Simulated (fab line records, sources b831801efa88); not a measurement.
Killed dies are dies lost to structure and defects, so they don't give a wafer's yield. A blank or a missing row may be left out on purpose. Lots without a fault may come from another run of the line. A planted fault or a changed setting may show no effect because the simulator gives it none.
fab line records | flow gf180mcu
record lots=24 wafers=72 last_day=34
route steps=602 shown STI@16 HV_LDD@186 CONTACT@310 MIM@504 M5@534 TOP_METAL@584
lots that met no fault: from a run of the same line without faults
start_h: hours from the record's first day to the start of the lot's first wafer shown | wait_h: hours since the lot's step before | " the same as in the row above | L1.1+2: a row that stands for several wafers | - no value, or no start given | * or withheld: withheld | < > ~ a bound
route shown NAME@n: a module of which the file shows steps, and the number in the route of the first | usual: mean/standard deviation of fault-free wafers | same: alike in all rows | chamber/n: place in a boat | sites: the reading at each site | _std_site: their standard deviation | _edge_site: outer sites' mean less inner sites' | radius_mm: how far each site lies from the wafer's centre | mask NAME#n: copy n | behind: the tool/chamber that last shaped the wafer | hold: why the lot was held/for how many hours/how that ended | device: the transistor (n, p or np) that didn't switch | end of line: the same wafers' tests at the end of the route | a step without rows: its recipe alone | killed: dies lost to structure and defects at the first sort, not the wafer's yield | map: a wafer's dies, x killed, . not, _ none there
set.NAME: the setting as run; set.NAME@STEP: as run at that earlier step | model.NAME: the simulator's own value behind a step, which no gauge read
steps of the route over a sample of lots; a table a step, a row a wafer
services: from which hour (start_h, from the record's first day; less than 0 if before it) a tool's chamber was out of use, for how many hours, and why
## steps
# step GF_STI_STRIP_15
# recipe chemistry=O2/N2 power_w=1400 pressure_mtorr=1500 platen_temp_c=250 o2_flow_sccm=3000 n2_flow_sccm=300 overash_fraction=0.5
# usual drypump_motor_current_A=5.50/0.22 heater_power_w=352/54 oes_product_au=0.384/0.0052 platen_temp_c=249.97/0.17 strip_time_to_endpoint_s=3.74/0.062
# columns lot.wafer tool chamber start_h wait_h drypump_motor_current_A heater_power_w oes_product_au platen_temp_c rf_hours_counter_h strip_time_to_endpoint_s
L074.4 plasma_asher-02 0 26.49 0.1 5.68 408 0.385 249.93 - 3.75
L074.5 " 0 " " 5.67 390 0.379 250.06 - 3.65
L074.6 " 1 " " 5.16 322 0.381 249.85 - 3.79
L075.1 plasma_asher-01 1 30.84 0.0 5.54 278 0.378 249.87 38 3.81
L075.2 " 0 " " 5.68 422 0.382 249.88 38 3.64
L075.4 " 1 " " 5.54 291 0.379 249.84 - 3.71
L076.2 plasma_asher-04 1 35.04 0.0 5.62 402 0.381 250.01 38 3.72
L076.3 " 0 " " 5.03 285 0.389 249.51 - 3.75
L076.6 " 0 " " 5.02 291 0.380 249.57 - 3.64
L077.1 plasma_asher-02 1 41.31 0.0 5.24 329 0.392 249.81 39 3.83
L077.3 " 0 " " 5.70 408 0.395 250.05 - 3.76
L077.5 " 1 " " 5.26 329 0.388 249.61 - 3.83
L078.4 plasma_asher-02 1 46.38 0.1 5.16 338 0.382 249.92 - 3.67
L078.5 " 0 " " 5.69 404 0.387 249.93 - 3.81
L078.6 " 1 " " 5.15 326 0.381 249.90 - 3.70
L079.2 plasma_asher-02 0 51.00 0.0 5.69 394 0.389 249.95 40 3.71
L079.3 " 1 " " 5.19 325 0.388 250.06 - 3.86
L079.4 " 0 " " 5.69 400 0.373 250.07 - 3.71
L080.1 plasma_asher-01 0 56.60 0.0 5.67 427 0.380 249.72 41 3.76
L080.3 " 0 " " 5.67 412 0.377 249.98 - 3.61
L080.6 " 1 " " 5.55 276 0.389 250.24 - 3.71
L081.1 plasma_asher-01 1 61.89 0.0 5.54 276 0.385 250.20 41 3.82
L081.2 " 0 " " 5.67 414 0.387 250.06 41 3.70
L081.5 " 1 " " 5.52 287 0.386 250.15 - 3.81
L082.1 plasma_asher-01 1 67.14 0.0 5.55 283 0.381 249.65 42 3.80
L082.4 " 1 " " 5.53 288 0.386 250.00 - 3.83
L082.5 " 1 " " 5.51 290 0.391 249.93 - 3.87
L083.1 plasma_asher-02 0 73.34 0.0 5.70 401 0.394 249.80 42 3.76
L083.3 " 0 " " 5.67 397 0.372 249.87 - 3.69
L083.6 " 0 " " 5.65 395 0.392 250.23 - 3.79
L084.2 plasma_asher-01 1 78.19 0.0 5.53 280 0.378 249.87 43 3.66
L084.4 " 0 " " 5.67 410 0.380 249.98 - 3.74
L084.5 " 0 " " 5.66 409 0.381 249.90 - 3.64
L085.3 plasma_asher-04 0 82.84 0.1 5.04 291 0.377 250.11 - 3.74
L085.4 " 1 " " 5.63 388 0.387 249.97 - 3.81
L085.6 " 0 " " 5.06 291 0.389 250.27 - 3.70
L086.2 plasma_asher-01 0 88.09 0.0 5.66 412 0.386 250.13 44 3.84
L086.5 " 0 " " 5.68 409 0.386 249.99 - 3.82
L086.6 " 1 " " 5.55 285 0.387 249.97 - 3.79
L087.1 plasma_asher-01 0 93.49 0.0 5.67 411 0.376 249.87 45 3.71
L087.3 " 0 " " 5.66 421 0.388 249.78 - 3.74
L087.5 " 0 " " 5.67 420 0.380 250.00 - 3.76
L088.1 plasma_asher-01 0 98.05 0.0 5.69 412 0.380 250.01 45 3.88
L088.4 " 1 " " 5.51 276 0.391 250.32 - 3.80
L088.6 " 0 " " 5.68 408 0.383 250.14 - 3.67
L089.2 plasma_asher-04 1 106.94 0.0 5.61 385 0.389 250.25 45 3.68
L089.3 " 0 " " 5.06 291 0.385 250.09 - 3.78
L089.4 " 1 " " 5.61 395 0.380 250.18 - 3.74
L090.1 plasma_asher-02 0 107.45 0.0 5.73 399 0.377 249.94 46 3.72
L090.2 " 1 " " 5.17 326 0.387 249.87 46 3.83
L090.5 " 0 " " 5.68 398 0.380 250.08 - 3.75
L091.3 plasma_asher-04 0 115.97 0.1 5.06 290 0.381 250.18 - 3.66
L091.4 " 1 " " 5.61 391 0.390 250.14 - 3.75
L091.5 " 0 " " 5.06 287 0.373 249.79 - 3.63
L092.1 plasma_asher-02 0 118.85 0.0 5.72 396 0.377 250.06 47 3.78
L092.2 " 1 " " 5.19 328 0.386 250.26 47 3.71
L092.5 " 0 " " 5.72 397 0.388 250.00 - 3.83
L093.1 plasma_asher-02 0 122.79 0.0 5.67 399 0.378 249.83 47 3.73
L093.2 " 1 " " 5.19 327 0.384 250.10 47 3.68
L093.4 " 1 " " 5.18 338 0.386 250.02 - 3.82
L094.1 plasma_asher-01 0 129.34 0.0 5.66 404 0.386 249.93 1 3.73
L094.2 " 1 " " 5.54 278 0.388 250.04 1 3.71
L094.3 " 1 " " 5.54 284 0.382 250.16 - 3.75
L095.1 plasma_asher-02 1 133.94 0.0 5.17 323 0.381 250.05 49 3.64
L095.3 " 0 " " 5.68 392 0.379 249.79 - 3.70
L095.5 " 0 " " 5.69 390 0.388 249.74 - 3.76
L096.2 plasma_asher-01 1 138.59 0.0 5.55 285 0.387 250.01 2 3.73
L096.4 " 1 " " 5.54 287 0.383 250.24 - 3.81
L096.5 " 1 " " 5.55 280 0.390 250.22 - 3.72
L097.3 plasma_asher-01 1 144.72 0.1 5.52 282 0.386 250.08 - 3.78
L097.4 " 0 " " 5.69 413 0.385 250.03 - 3.70
L097.5 " 0 " " 5.70 394 0.386 249.73 - 3.78
# step GF_HV_LDD_STRIP_10
# recipe chemistry=O2/N2 power_w=1400 pressure_mtorr=1500 platen_temp_c=250 o2_flow_sccm=3000 n2_flow_sccm=300 overash_fraction=0.5
# usual drypump_motor_current_A=5.43/0.21 heater_power_w=334/50 oes_product_au=0.716/0.0044 platen_temp_c=249.99/0.18 strip_time_to_endpoint_s=12.638/0.026
# columns lot.wafer tool chamber start_h wait_h drypump_motor_current_A heater_power_w oes_product_au platen_temp_c rf_hours_counter_h strip_time_to_endpoint_s
L074.4 plasma_asher-04 0 215.37 0.1 5.06 289 0.714 249.98 - 12.641
L074.5 " 1 " " 5.60 386 0.710 249.69 - 12.667
L074.6 " 0 " " 5.07 294 0.712 250.20 - 12.658
L075.1 plasma_asher-04 0 221.27 0.1 5.06 281 0.706 249.79 56 12.599
L075.2 " 1 " " 5.60 392 0.720 249.89 56 12.646
L075.4 " 0 " " 5.08 294 0.715 249.88 - 12.664
L076.2 plasma_asher-03 1 226.34 0.1 5.37 287 0.718 249.95 42 12.600
L076.3 " 0 " " 5.25 340 0.705 249.97 - 12.630
L076.6 " 0 " " 5.26 342 0.711 249.88 - 12.649
L077.1 plasma_asher-01 1 236.23 0.1 5.54 290 0.714 250.15 12 12.649
L077.3 " 1 " " 5.54 279 0.714 250.19 - 12.648
L077.5 " 0 " " 5.67 413 0.718 249.81 - 12.633
L078.4 plasma_asher-01 0 241.77 0.1 5.67 400 0.715 250.29 - 12.666
L078.5 " 0 " " 5.67 398 0.715 250.20 - 12.699
L078.6 " 1 " " 5.53 288 0.710 249.81 - 12.645
L079.2 plasma_asher-01 0 246.34 0.1 5.67 398 0.713 250.31 13 12.628
L079.3 " 0 " " 5.68 404 0.717 250.29 - 12.631
L079.4 " 1 " " 5.54 283 0.720 250.17 - 12.609
L080.1 plasma_asher-04 0 258.99 0.1 5.06 294 0.710 250.13 60 12.633
L080.3 " 0 " " 5.05 294 0.723 249.87 - 12.581
L080.6 " 1 " " 5.57 374 0.714 249.92 - 12.629
L081.1 plasma_asher-04 1 275.93 0.1 5.60 397 0.713 250.32 62 12.632
L081.2 " 0 " " 5.07 286 0.710 250.05 62 12.625
L081.5 " 1 " " 5.62 390 0.721 250.04 - 12.638
L082.1 plasma_asher-03 0 276.44 0.1 5.26 346 0.716 249.88 48 12.650
L082.4 " 0 " " 5.23 337 0.709 250.05 - 12.651
L082.5 " 0 " " 5.23 337 0.720 250.12 - 12.633
L083.1 plasma_asher-04 0 286.64 0.1 5.09 290 0.717 249.96 63 12.627
L083.3 " 1 " " 5.59 391 0.717 249.94 - 12.666
L083.6 " 0 " " 5.10 286 0.711 250.11 - 12.643
L084.2 plasma_asher-04 0 305.37 0.1 5.05 297 0.720 249.93 65 12.629
L084.4 " 1 " " 5.60 387 0.721 250.02 - 12.640
L084.5 " 0 " " 5.06 282 0.714 250.22 - 12.641
L085.3 plasma_asher-01 0 316.22 0.1 5.67 407 0.714 249.97 - 12.700
L085.4 " 1 " " 5.55 284 0.718 249.91 - 12.698
L085.6 " 0 " " 5.68 396 0.724 250.15 - 12.651
L086.2 plasma_asher-01 1 323.37 0.1 5.53 286 0.715 249.92 21 12.618
L086.5 " 0 " " 5.68 410 0.721 250.40 - 12.634
L086.6 " 1 " " 5.54 290 0.715 250.05 - 12.656
L087.1 plasma_asher-01 0 325.18 0.1 5.66 398 0.708 249.86 22 12.681
L087.3 " 0 " " 5.67 400 0.718 249.97 - 12.648
L087.5 " 1 " " 5.53 271 0.721 250.05 - 12.639
L088.1 plasma_asher-03 0 327.14 0.1 5.22 339 0.714 250.13 53 12.637
L088.4 " 0 " " 5.18 346 0.715 250.11 - 12.645
L088.6 " 0 " " 5.25 349 0.712 250.00 - 12.629
L090.1 plasma_asher-03 0 333.79 0.1 5.21 340 0.721 250.00 54 12.675
L090.2 " 1 " " 5.37 293 0.714 250.12 54 12.684
L090.5 " 0 " " 5.29 350 0.718 250.05 - 12.672
L089.2 plasma_asher-01 0 334.12 0.1 5.68 398 0.712 249.82 23 12.638
L089.3 " 1 " " 5.56 298 0.713 250.25 - 12.621
L089.4 " 0 " " 5.67 407 0.720 249.76 - 12.617
L091.3 plasma_asher-03 1 342.82 0.1 5.38 285 0.725 250.03 - 12.630
L091.4 " 0 " " 5.31 356 0.718 249.89 - 12.592
L091.5 " 0 " " 5.29 347 0.709 250.03 - 12.605
L092.1 plasma_asher-01 1 345.22 0.1 5.54 293 0.714 249.78 24 12.627
L092.2 " 0 " " 5.66 409 0.718 249.80 24 12.630
L092.5 " 1 " " 5.55 289 0.714 250.05 - 12.590
L093.1 plasma_asher-01 0 355.88 0.1 5.67 397 0.724 249.92 25 12.637
L093.2 " 1 " " 5.53 280 0.715 249.90 25 12.670
L093.4 " 0 " " 5.67 408 0.715 249.83 - 12.662
L094.1 plasma_asher-03 1 361.88 0.1 5.38 289 0.722 249.91 56 12.587
L094.2 " 0 " " 5.30 351 0.723 249.96 56 12.596
L094.3 " 0 " " 5.34 353 0.713 249.99 - 12.605
L095.1 plasma_asher-04 0 369.67 0.1 5.07 292 0.721 249.79 71 12.619
L095.3 " 0 " " 5.05 293 0.708 249.67 - 12.590
L095.5 " 1 " " 5.62 390 0.714 249.88 - 12.598
L096.2 plasma_asher-04 0 375.34 0.1 5.04 290 0.712 249.86 72 12.677
L096.4 " 1 " " 5.60 397 0.712 250.07 - 12.654
L096.5 " 1 " " 5.61 390 0.714 249.86 - 12.632
L097.3 plasma_asher-03 0 383.72 0.1 5.31 335 0.706 249.83 - 12.582
L097.4 " 1 " " 5.40 286 0.717 250.01 - 12.626
L097.5 " 0 " " 5.31 341 0.712 249.95 - 12.650
# step GF_CONTACT_SPUTTER_23
# recipe material=TiN target_thk_nm=10 chamber_pressure_pa=5 power_w=4000 time_s=40
# usual throttle_valve_pct=29.6/0.96
# columns lot.wafer tool chamber start_h wait_h throttle_valve_pct
L074.4 pvd_sputter-02 - 357.24 0.0 28.2
L074.5 " - " " 31.3
L074.6 " - " " 30.3
L075.1 pvd_sputter-04 - 366.31 0.0 30.3
L075.2 " - " " 29.6
L075.4 " - " " 29.9
L076.2 pvd_sputter-04 - 373.10 0.0 29.6
L076.3 " - " " 30.1
L076.6 " - " " 30.4
L077.1 pvd_sputter-02 - 385.21 0.0 27.9
L077.3 " - " " 29.9
L077.5 " - " " 28.4
L078.4 pvd_sputter-01 - 390.07 0.0 30.2
L078.5 " - " " 28.8
L078.6 " - " " 27.3
L079.2 pvd_sputter-01 - 397.20 0.0 27.5
L079.3 " - " " 29.1
L079.4 " - " " 30.2
L080.1 pvd_sputter-04 - 412.09 0.0 29.6
L080.3 " - " " 30.1
L080.6 " - " " 29.6
L081.1 pvd_sputter-01 - 435.30 0.0 29.0
L081.2 " - " " 30.1
L081.5 " - " " 27.6
L082.1 pvd_sputter-01 - 436.55 0.0 27.4
L082.4 " - " " 29.0
L082.5 " - " " 28.5
L083.1 pvd_sputter-01 - 450.15 0.0 27.4
L083.3 " - " " 29.7
L083.6 " - " " 29.5
L084.2 pvd_sputter-04 - 473.14 0.0 29.7
L084.4 " - " " 30.1
L084.5 " - " " 30.2
L085.3 pvd_sputter-04 - 483.51 0.0 30.2
L085.4 " - " " 29.9
L085.6 " - " " 29.8
L086.2 pvd_sputter-02 - 496.45 0.0 28.0
L086.5 " - " " 28.4
L086.6 " - " " 30.2
L087.1 pvd_sputter-04 - 496.55 0.0 29.6
L087.3 " - " " 30.0
L087.5 " - " " 29.9
L088.1 pvd_sputter-02 - 498.35 0.0 31.2
L088.4 " - " " 28.2
L088.6 " - " " 30.0
L090.1 pvd_sputter-04 - 502.95 0.0 30.0
L090.2 " - " " 29.8
L090.5 " - " " 29.6
L089.2 pvd_sputter-02 - 504.55 0.0 30.4
L089.3 " - " " 30.1
L089.4 " - " " 31.2
L091.3 pvd_sputter-02 - 512.45 0.0 28.3
L091.4 " - " " 30.1
L091.5 " - " " 30.2
L092.1 pvd_sputter-04 - 526.26 0.0 30.0
L092.2 " - " " 29.8
L092.5 " - " " 29.7
L093.1 pvd_sputter-01 - 526.92 0.0 29.1
L093.2 " - " " 30.0
L093.4 " - " " 29.4
L094.1 pvd_sputter-02 - 533.42 0.0 30.3
L094.2 " - " " 30.2
L094.3 " - " " 28.2
L095.1 pvd_sputter-02 - 542.01 0.0 31.3
L095.3 " - " " 28.1
L095.5 " - " " 31.3
L096.2 pvd_sputter-01 - 548.32 0.0 29.2
L096.4 " - " " 29.2
L096.5 " - " " 30.2
L097.3 pvd_sputter-02 - 556.79 0.0 30.3
L097.4 " - " " 31.5
L097.5 " - " " 28.2
# step GF_MIM_SPUTTER_01
# recipe material=TiN target_thk_nm=30 power_w=6500 time_s=25 chamber_pressure_pa=0.4
# usual throttle_valve_pct=29.6/1.1
# columns lot.wafer tool chamber start_h wait_h throttle_valve_pct
L074.4 pvd_sputter-03 - 557.03 0.1 32.5
L074.5 " - " " 30.0
L074.6 " - " " 32.1
L075.1 pvd_sputter-01 - 564.99 0.1 30.2
L075.2 " - " " 27.6
L075.4 " - " " 29.3
L076.2 pvd_sputter-01 - 573.23 0.1 30.2
L076.3 " - " " 29.1
L076.6 " - " " 30.2
L077.1 pvd_sputter-03 - 584.62 0.1 29.7
L077.3 " - " " 32.5
L077.5 " - " " 29.7
L078.4 pvd_sputter-04 - 586.83 0.1 30.4
L078.5 " - " " 29.7
L078.6 " - " " 30.1
L079.2 pvd_sputter-01 - 597.64 0.1 30.1
L079.3 " - " " 29.6
L079.4 " - " " 27.4
L080.1 pvd_sputter-04 - 608.62 0.1 29.8
L080.3 " - " " 29.8
L080.6 " - " " 29.8
L081.1 pvd_sputter-03 - 629.69 0.1 32.1
L081.2 " - " " 29.9
L081.5 " - " " 30.0
L082.1 pvd_sputter-04 - 631.60 0.1 30.0
L082.4 " - " " 29.7
L082.5 " - " " 29.8
L083.1 pvd_sputter-04 - 641.82 0.1 29.6
L083.3 " - " " 30.4
L083.6 " - " " 29.9
L084.2 pvd_sputter-04 - 661.33 0.1 30.3
L084.4 " - " " 29.7
L084.5 " - " " 29.6
L085.3 pvd_sputter-03 - 669.15 0.1 32.2
L085.4 " - " " 29.9
L085.6 " - " " 28.0
L087.1 pvd_sputter-03 - 679.55 0.1 28.0
L087.3 " - " " 29.6
L087.5 " - " " 28.1
L086.2 pvd_sputter-04 - 680.32 0.1 29.8
L086.5 " - " " 29.4
L086.6 " - " " 30.3
L088.1 pvd_sputter-04 - 682.60 0.1 30.1
L088.4 " - " " 29.7
L088.6 " - " " 29.7
L090.1 pvd_sputter-04 - 685.14 0.1 29.7
L090.2 " - " " 29.8
L090.5 " - " " 29.9
L089.2 pvd_sputter-03 - 686.53 0.1 29.6
L089.3 " - " " 32.4
L089.4 " - " " 27.9
L091.3 pvd_sputter-04 - 693.70 0.1 29.8
L091.4 " - " " 29.8
L091.5 " - " " 29.7
L092.1 pvd_sputter-04 - 703.85 0.1 29.9
L092.2 " - " " 29.3
L092.5 " - " " 29.7
L093.1 pvd_sputter-01 - 704.89 0.1 30.3
L093.2 " - " " 29.4
L093.4 " - " " 29.0
L094.1 pvd_sputter-01 - 708.79 0.1 29.1
L094.2 " - " " 29.1
L094.3 " - " " 27.4
L095.1 pvd_sputter-01 - 717.44 0.1 27.2
L095.3 " - " " 30.1
L095.5 " - " " 29.5
L096.2 pvd_sputter-03 - 721.80 0.1 28.4
L096.4 " - " " 29.8
L096.5 " - " " 28.0
L097.3 pvd_sputter-04 - 727.47 0.1 29.7
L097.4 " - " " 29.9
L097.5 " - " " 29.8
# step GF_M5_OVL_MEAS_08
# usual M5_OVL=-7/6
# columns lot.wafer tool chamber start_h wait_h M5_OVL[nm]
L074.4 overlay-02 - 600.76 0.1 1
L074.5 " - " " 3
L074.6 " - " " -1
L075.1 overlay-02 - 608.80 0.1 -6
L075.2 " - " " -8
L075.4 " - " " -5
L076.2 overlay-02 - 616.39 0.1 -10
L076.3 " - " " -11
L076.6 " - " " -11
L077.1 overlay-02 - 626.68 0.1 -15
L077.3 " - " " -15
L077.5 " - " " -12
L078.4 overlay-01 - 628.30 0.1 -8
L078.5 " - " " -15
L078.6 " - " " -13
L079.2 overlay-02 - 640.10 0.1 -14
L079.3 " - " " -23
L079.4 " - " " -17
L080.1 overlay-01 - 650.08 0.1 -2
L080.3 " - " " -4
L080.6 " - " " 4
L081.1 overlay-02 - 669.18 0.1 -8
L081.2 " - " " -3
L081.5 " - " " -10
L082.1 overlay-02 - 671.08 0.1 -6
L082.4 " - " " -8
L082.5 " - " " -5
L083.1 overlay-02 - 681.65 0.1 0
L083.3 " - " " 0
L083.6 " - " " 0
L084.2 overlay-02 - 699.54 0.1 -13
L084.4 " - " " -12
L084.5 " - " " -8
L085.3 overlay-01 - 706.69 0.1 -5
L085.4 " - " " -10
L085.6 " - " " -5
L087.1 overlay-02 - 717.38 0.1 4
L087.3 " - " " 3
L087.5 " - " " 4
L086.2 overlay-02 - 718.30 0.1 -18
L086.5 " - " " -15
L086.6 " - " " -20
L088.1 overlay-01 - 719.55 0.1 -12
L088.4 " - " " -4
L088.6 " - " " -10
L090.1 overlay-02 - 721.85 0.1 4
L090.2 " - " " -6
L090.5 " - " " -2
L089.2 overlay-02 - 723.04 0.1 -7
L089.3 " - " " -5
L089.4 " - " " -8
L091.3 overlay-01 - 729.59 0.1 3
L091.4 " - " " 4
L091.5 " - " " -1
L092.1 overlay-01 - 740.20 0.1 -8
L092.2 " - " " -10
L092.5 " - " " -16
L093.1 overlay-01 - 740.98 0.1 -10
L093.2 " - " " -6
L093.4 " - " " -6
L094.1 overlay-01 - 745.08 0.1 -7
L094.2 " - " " -8
L094.3 " - " " -10
L095.1 overlay-01 - 753.03 0.1 -5
L095.3 " - " " 3
L095.5 " - " " -5
L096.2 overlay-02 - 757.53 0.1 -1
L096.4 " - " " -4
L096.5 " - " " -9
L097.3 overlay-02 - 762.64 0.1 -10
L097.4 " - " " -10
L097.5 " - " " -12
# step GF_TOP_METAL_STRIP_17
# recipe chemistry=O2/N2 power_w=1400 pressure_mtorr=1500 platen_temp_c=250 o2_flow_sccm=3000 n2_flow_sccm=300 overash_fraction=0.5
# usual drypump_motor_current_A=5.45/0.2 heater_power_w=333/50 oes_product_au=0.710/0.0043 platen_temp_c=249.98/0.17 strip_time_to_endpoint_s=12.88/0.081
# columns lot.wafer tool chamber start_h wait_h drypump_motor_current_A heater_power_w oes_product_au platen_temp_c rf_hours_counter_h strip_time_to_endpoint_s
L074.4 plasma_asher-04 1 645.06 0.1 5.59 386 0.713 250.23 - 12.79
L074.5 " 0 " " 5.05 280 0.714 249.79 - 12.83
L074.6 " 1 " " 5.59 384 0.717 250.22 - 12.79
L075.1 plasma_asher-01 0 652.87 0.1 5.66 404 0.714 250.08 57 13.03
L075.2 " 1 " " 5.56 286 0.701 250.08 57 12.87
L075.4 " 0 " " 5.66 405 0.712 249.95 - 12.83
L076.2 plasma_asher-04 1 659.72 0.1 5.61 382 0.706 250.10 21 12.80
L076.3 " 1 " " 5.60 387 0.715 250.06 - 12.82
L076.6 " 1 " " 5.60 384 0.710 249.80 - 12.81
L077.1 plasma_asher-01 0 669.71 0.1 5.69 396 0.718 249.78 59 13.03
L077.3 " 1 " " 5.53 283 0.716 249.84 - 12.77
L077.5 " 1 " " 5.51 278 0.706 250.05 - 13.04
L078.4 plasma_asher-03 0 670.34 0.1 5.32 351 0.709 249.79 - 12.80
L078.5 " 1 " " 5.36 280 0.714 250.10 - 12.77
L078.6 " 0 " " 5.25 341 0.716 250.06 - 13.03
L079.2 plasma_asher-03 0 682.91 0.1 5.33 345 0.712 249.75 92 12.83
L079.3 " 1 " " 5.37 290 0.714 250.00 - 12.81
L079.4 " 0 " " 5.28 348 0.707 250.06 - 12.84
L080.1 plasma_asher-03 1 691.02 0.1 5.32 290 0.706 249.94 93 12.97
L080.3 " 0 " " 5.25 345 0.715 249.86 - 12.96
L080.6 " 1 " " 5.35 286 0.711 250.02 - 12.91
L081.1 plasma_asher-03 0 709.37 0.1 5.29 352 0.711 250.03 95 12.92
L081.2 " 1 " " 5.36 294 0.712 250.23 95 12.87
L081.5 " 0 " " 5.24 341 0.707 249.77 - 12.85
L082.1 plasma_asher-04 0 711.22 0.1 5.06 293 0.712 250.23 26 12.94
L082.4 " 1 " " 5.60 386 0.710 249.93 - 12.96
L082.5 " 0 " " 5.04 292 0.704 249.95 - 12.83
L083.1 plasma_asher-01 1 721.71 0.3 5.53 281 0.704 250.28 65 12.76
L083.3 " 1 " " 5.53 291 0.712 250.25 - 12.77
L083.6 " 0 " " 5.68 407 0.711 249.91 - 12.81
L084.2 plasma_asher-04 0 739.13 0.3 5.06 287 0.712 249.72 29 12.86
L084.4 " 0 " " 5.05 291 0.711 250.00 - 12.83
L084.5 " 1 " " 5.64 388 0.711 249.87 - 12.82
L085.3 plasma_asher-01 1 744.95 0.1 5.55 280 0.716 250.23 - 12.96
L085.4 " 0 " " 5.69 401 0.706 250.10 - 12.90
L085.6 " 1 " " 5.55 285 0.703 249.90 - 13.07
L087.1 plasma_asher-03 1 755.42 0.1 5.37 291 0.712 249.99 100 12.99
L087.3 " 0 " " 5.26 345 0.707 249.86 - 12.87
L087.5 " 0 " " 5.28 349 0.710 250.29 - 12.89
L086.2 plasma_asher-03 0 755.83 0.1 5.30 345 0.718 249.88 100 12.93
L086.5 " 1 " " 5.34 286 0.708 250.17 - 12.86
L086.6 " 0 " " 5.29 356 0.711 249.95 - 13.00
L088.1 plasma_asher-03 0 757.97 0.1 5.34 356 0.716 249.78 100 12.92
L088.4 " 0 " " 5.30 347 0.712 250.08 - 12.89
L088.6 " 1 " " 5.37 287 0.708 249.86 - 12.94
L090.1 plasma_asher-03 1 759.62 0.1 5.37 285 0.707 249.99 101 12.92
L090.2 " 0 " " 5.26 351 0.706 249.86 101 12.96
L090.5 " 0 " " 5.33 345 0.712 250.02 - 12.89
L089.2 plasma_asher-04 1 761.02 0.1 5.60 392 0.710 249.73 32 12.80
L089.3 " 0 " " 5.04 291 0.702 249.73 - 12.80
L089.4 " 1 " " 5.60 398 0.709 249.98 - 12.81
L091.3 plasma_asher-01 0 766.70 0.1 5.67 406 0.715 249.70 - 12.95
L091.4 " 1 " " 5.52 283 0.709 249.85 - 12.78
L091.5 " 0 " " 5.68 394 0.708 249.88 - 12.99
L092.1 plasma_asher-01 0 777.12 0.1 5.68 393 0.705 250.11 70 12.80
L092.2 " 1 " " 5.56 285 0.716 250.14 70 12.88
L092.5 " 0 " " 5.68 404 0.720 250.13 - 12.78
L093.1 plasma_asher-01 0 778.12 0.1 5.68 391 0.714 250.19 70 12.93
L093.2 " 1 " " 5.55 287 0.710 250.36 70 12.80
L093.4 " 1 " " 5.54 289 0.714 250.24 - 12.77
L094.1 plasma_asher-01 1 782.52 0.1 5.55 279 0.711 250.03 70 12.82
L094.2 " 0 " " 5.68 402 0.712 250.27 70 12.90
L094.3 " 1 " " 5.56 287 0.713 249.92 - 13.00
L095.1 plasma_asher-01 1 788.72 0.2 5.52 277 0.715 250.04 71 12.95
L095.3 " 1 " " 5.53 279 0.712 249.75 - 12.86
L095.5 " 1 " " 5.52 283 0.710 250.20 - 13.00
L096.2 plasma_asher-01 1 793.37 0.1 5.53 289 0.700 249.93 71 12.96
L096.4 " 0 " " 5.68 413 0.709 249.92 - 12.83
L096.5 " 0 " " 5.66 395 0.703 249.76 - 12.84
L097.3 plasma_asher-01 1 798.31 0.1 5.53 282 0.714 250.27 - 12.83
L097.4 " 0 " " 5.66 401 0.711 249.88 - 12.97
L097.5 " 1 " " 5.53 287 0.703 250.18 - 12.80
## services
# columns tool chamber start_h hours kind
plasma_asher-01 - 24.96 1.9 repair
plasma_asher-04 - 51.40 1.1 repair
pvd_sputter-04 - 52.07 5.2 repair
pvd_sputter-04 - 52.63 1.2 repair
plasma_asher-04 - 72.49 2.0 repair
plasma_asher-01 - 108.75 9.0 pm
plasma_asher-01 - 153.19 0.8 repair
plasma_asher-04 - 192.89 2.1 repair
pvd_sputter-04 - 227.36 2.9 repair
plasma_asher-01 - 250.63 2.8 pm
pvd_sputter-04 - 305.57 2.5 repair
pvd_sputter-04 - 385.58 9.3 repair
plasma_asher-04 - 405.46 23.1 pm
plasma_asher-04 - 428.53 9.0 pm
plasma_asher-04 - 438.36 28.1 pm
plasma_asher-01 - 466.46 10.0 pm
plasma_asher-01 - 501.06 0.8 repair
plasma_asher-04 - 510.73 1.6 repair
plasma_asher-01 - 533.27 14.0 repair
plasma_asher-04 - 562.88 2.8 pm
pvd_sputter-04 - 573.87 4.4 repair
plasma_asher-01 - 638.93 0.3 repair
plasma_asher-01 - 740.83 2.4 repair
plasma_asher-01 - 745.95 10.1 repair
## key
fault none
